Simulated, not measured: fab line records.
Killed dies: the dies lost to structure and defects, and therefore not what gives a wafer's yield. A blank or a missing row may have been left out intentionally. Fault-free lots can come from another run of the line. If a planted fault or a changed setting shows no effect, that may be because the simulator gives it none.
A struck lot beside a sound one | flow sky130 | 15 out of 708 route steps
Sound: the wafers L707.3, L707.5, L707.6. The struck wafers were L705.2, L705.4, L705.5. At the end, the cause is stated.
Order at every step that has rows: each side's tool, ch and its chambers, its first start. Under that, the readings that differ: sound wafers | struck wafers | difference of the means | sigmas: that difference in standard deviations of wafers without a fault.
alike: words and numbers the same on both sides, and readings whose means are apart by under 2 such deviations; not compared: readings that were withheld, readings missing a value for some wafer, numbers with overlapping values and no deviation given by the record, and bounds like >300 which may hide the same value.
A row with sigmas, a row that says differs or no value, or rows on one side alone: a step with any of these is where the two part. Numbers that have no deviation but don't overlap get no sigmas and don't part them. Lack of a reading on every wafer of one side parts them only where that side has two or more wafers.

SKY_VIA4_OVL_MEAS_11:
  sound on overlay-02 at day 46 10:44; struck on overlay-02 at day 46 01:04
  alike: VIA4_OVL
SKY_VIA4_ETCH_12: etches SiO2 in C4F8/O2/Ar, stops on TiN, target depth 580 nm.
  sound on rie_diel-02 ch 0,3, day 46 10:45; struck on rie_diel-04 ch 0,1,3, day 46 01:06
  alike: chamber_pressure_mTorr, oes_product_au
SKY_VIA4_STRIP_13: strips in O2/N2.
  sound on plasma_asher-02 ch 0,1, day 46 10:52; struck on plasma_asher-04 ch 0,1, day 46 01:10
  alike: chamber_pressure_mTorr, drypump_motor_current_A, o2_flow_sccm, oes_product_au, strip_time_to_endpoint_s
  not compared: rf_hours_counter_h
then, 4 steps without rows for these wafers: SKY_VIA4_STRIP_14 (strips in post etch residue remover, time 1200 s); SKY_VIA4_CLEAN_15 (cleans in IPA, time 180 s); SKY_VIA4_CLEAN_16 (cleans in O3/DIW); SKY_VIA4_SPUTTER_17 (material TiN, target thk 20 nm, time 80 s).
SKY_VIA4_CVD_18: deposits W, target thk 505 nm, time 152.14 s.
  sound on cvd_w-02 ch 0,1, day 46 11:32; struck on cvd_w-01 ch 1, day 46 01:50
  alike: heater_power_w, susceptor_temp_C
SKY_VIA4_RS_MEAS_19: a four-point-probe measurement.
  sound on film_metro-04 at day 46 11:41; struck on film_metro-03 at day 46 02:00
  alike: VIA4_W_RS
SKY_VIA4_THK_MEAS_20: measures by xrf.
  sound on film_metro-04 at day 46 11:47; struck on film_metro-03 at day 46 02:07
  alike: VIA4_W_THK
then, 1 step without rows for these wafers: SKY_VIA4_CMP_21 (polishes, stops on SiO2, t overpolish 25 s, target thk 0 nm).
SKY_METAL5_SPUTTER_00: material Ti, target thk 15 nm, time 10 s.
  sound on pvd_sputter-01 at day 46 12:32; struck on pvd_sputter-01 at day 46 02:28
  alike: cathode_dc_power_W, chamber_pressure_pa, throttle_valve_pct
SKY_METAL5_SPUTTER_01: material TiN, target thk 20 nm, time 16.7 s.
  sound on pvd_sputter-01 at day 46 12:34; struck on pvd_sputter-01 at day 46 02:29
  no value came back on the struck wafers for cathode_dc_power_W (W), chamber_pressure_pa (Pa), throttle_valve_pct (%); on the sound wafers cathode_dc_power_W (W) reads 6500.9 6500.6 6497.6
SKY_METAL5_SPUTTER_02: material AlCu, target thk 1150 nm, time 61.2 s.
  sound on pvd_sputter-01 at day 46 12:35; struck on pvd_sputter-01 at day 46 02:31
  alike: cathode_dc_power_W, chamber_pressure_pa, throttle_valve_pct
-- the record jumps here: 3 days lie between the struck wafers' starts before and after (it left off in module METAL5 and takes up again in module PAD_OPEN, whose first step shown is number 708 of the route) --
SKY_PAD_OPEN_PROBE_99:
  sound on prober-02 at day 49 01:35; struck on prober-01 at day 48 17:32
  alike: defect_limited_yield, killed_at_M0_to_M3, killed_at_M4_up, killed_at_contacts, killed_at_front_end, killed_at_other, killed_dies, killed_open, killed_short, sort_bin_3_pad_short, sort_bin_5_function, sort_bin_6_memory, sort_n_pass, sort_yield_pct
  not compared: model.etest.via4_chain.rc_ohm, model.etest.met5.rs_ohm_sq, model.etest.met5.line_ohm_um

## WHERE THEY PART
Within this record, at SKY_METAL5_SPUTTER_01 only. Later steps at which nothing parts them and some readings are alike: SKY_METAL5_SPUTTER_02, SKY_PAD_OPEN_PROBE_99.

WHY: what had been put in by the simulator
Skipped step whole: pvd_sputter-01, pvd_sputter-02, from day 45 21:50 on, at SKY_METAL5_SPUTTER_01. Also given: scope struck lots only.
